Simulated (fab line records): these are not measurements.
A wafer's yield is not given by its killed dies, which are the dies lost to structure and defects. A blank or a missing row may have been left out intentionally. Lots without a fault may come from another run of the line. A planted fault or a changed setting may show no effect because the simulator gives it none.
Which tool is to blame?	flow sky130	Sampling: 24 lots, 72 wafers, 2 of 708 route steps

== WHAT EACH GAUGE READ, for each wafer ==
SKY_VIA1_RS_MEAS_22: a four-point-probe measurement.
lot	measured	on	VIA1_W_RS (ohm/sq)
L074	day 33 21:43	film_metro-03	0.432 0.429 0.431
L075	day 34 02:14	film_metro-03	0.425 0.434 0.426
L076	day 34 10:38	film_metro-01	0.434 0.433 0.432
L077	day 34 18:37	film_metro-01	0.434 0.427 0.430
L078	day 35 05:00	film_metro-03	0.428 0.426 0.430
L079	day 35 15:53	film_metro-02	0.427 0.429 0.432
L080	day 35 16:48	film_metro-03	0.428 0.431 0.430
L081	day 36 06:55	film_metro-03	0.432 0.437 0.432
L082	day 36 20:51	film_metro-03	0.422 0.425 0.424
L083	day 37 00:54	film_metro-02	0.426 0.438 0.432
L084	day 37 08:09	film_metro-01	0.435 0.431 0.435
L085	day 37 11:38	film_metro-02	0.430 0.431 0.430
L086	day 37 23:08	film_metro-02	0.433 0.428 0.430
L087	day 38 07:17	film_metro-01	0.427 0.429 0.426
L088	day 38 08:40	film_metro-03	0.429 0.429 0.435
L089	day 38 22:19	film_metro-01	0.423 0.432 0.417
L090	day 39 02:58	film_metro-02	0.432 0.428 0.428
L091	day 39 10:41	film_metro-01	0.429 0.430 0.429
L092	day 39 12:29	film_metro-01	0.430 0.428 0.422
L094	day 40 07:55	film_metro-02	0.428 0.435 0.425
L093	day 40 10:53	film_metro-02	0.418 0.427 0.417
L095	day 40 11:38	film_metro-03	0.425 0.429 0.421
L096	day 40 16:35	film_metro-01	0.432 0.428 0.429
L097	day 40 22:28	film_metro-03	0.431 0.431 0.426

== EACH LOT AND THE TOOL THAT RAN IT (in order: tool; ch and the chambers of the sampled wafers; start) ==
lot	SKY_METAL1_DESCUM_17
L074	rie_metal-01 ch 0, day 32 16:51
L075	rie_metal-04 ch 0, day 32 21:26
L076	rie_metal-01 ch 0,1, day 33 06:14
L077	rie_metal-04 ch 0,1, day 33 13:18
L078	rie_metal-04 ch 0,1, day 34 00:31
L079	rie_metal-01 ch 0,1, day 34 10:32
L080	rie_metal-02 ch 0,1, day 34 11:45
L081	rie_metal-04 ch 0,1, day 35 02:29
L082	rie_metal-02 ch 0,1, day 35 16:45
L083	rie_metal-01 ch 1, day 35 21:17
L084	rie_metal-04 ch 0,1, day 36 03:21
L085	rie_metal-02 ch 0,1, day 36 07:03
L086	rie_metal-04 ch 0,1, day 36 19:21
L087	rie_metal-01 ch 0,1, day 37 03:10
L088	rie_metal-02 ch 0,1, day 37 04:39
L089	rie_metal-02 ch 0,1, day 37 18:23
L090	rie_metal-02 ch 0,1, day 37 23:05
L091	rie_metal-02 ch 0,1, day 38 06:48
L092	rie_metal-02 ch 0,1, day 38 09:33
L094	rie_metal-01 ch 0, day 39 05:17
L093	rie_metal-01 ch 0,1, day 39 07:46
L095	rie_metal-04 ch 0,1, day 39 08:08
L096	rie_metal-01 ch 0,1, day 39 14:34
L097	rie_metal-02 ch 0,1, day 39 19:34
- SKY_METAL1_DESCUM_17: chemistry O2, time 8 s.

== WHAT THE TOOLS THEMSELVES READ (means of the sampled wafers that have a number; where no wafer has one, the mark that the record gives instead) ==
SKY_METAL1_DESCUM_17.
lot	tool	drypump_motor_current_A (A)	oes_product_au (a.u.)	rf_fwd_power_W (W)
L074	rie_metal-01	5.1	0.997	146.0
L075	rie_metal-04	6.3	1.012	147.6
L076	rie_metal-01	5.4	1.002	147.5
L077	rie_metal-04	5.9	0.998	147.1
L078	rie_metal-04	5.9	0.996	147.9
L079	rie_metal-01	5.4	0.998	147.3
L080	rie_metal-02	5.5	1.004	146.6
L081	rie_metal-04	5.5	0.986	146.7
L082	rie_metal-02	5.4	1.004	146.7
L083	rie_metal-01	5.6	0.999	148.2
L084	rie_metal-04	5.5	0.994	147.0
L085	rie_metal-02	5.4	1.006	145.9
L086	rie_metal-04	5.5	0.987	146.8
L087	rie_metal-01	5.3	0.994	147.2
L088	rie_metal-02	5.4	0.997	145.9
L089	rie_metal-02	5.5	0.996	146.0
L090	rie_metal-02	5.4	0.985	146.4
L091	rie_metal-02	5.4	0.990	146.4
L092	rie_metal-02	5.4	0.990	146.4
L094	rie_metal-01	5.1	1.001	146.8
L093	rie_metal-01	5.3	1.000	147.2
L095	rie_metal-04	5.5	0.998	147.0
L096	rie_metal-01	5.3	1.005	146.8
L097	rie_metal-02	5.4	0.984	146.4

== THE ANSWER, worked out from the rows above alone ==
Rule: the usual values come from the lots themselves. The widest of any qualifying gaps counts: lots, ordered by their means at a reading, are off when they make up no more than a third of the lots, leave a main group of 4 or more, and stand apart from it by 3 or more times the standard deviation of that group's means. If all means in a main group match to the digits the tables above print for the reading, that group is not used. A lot without any number at a reading at which 4 lots or more have one is off too. Where the step has rows for the other lots, those lots are counted as sound. First the gauges in route order, then the tools' own readings, where a lot's mean is used as printed above. At the first step where some lot is off, the reading lying furthest off is the one used; lots without a number count as furthest.
Across all readings shown, no lot is off: no conclusion can be drawn from this.

== WHAT THE SIMULATOR HAD INSERTED ==
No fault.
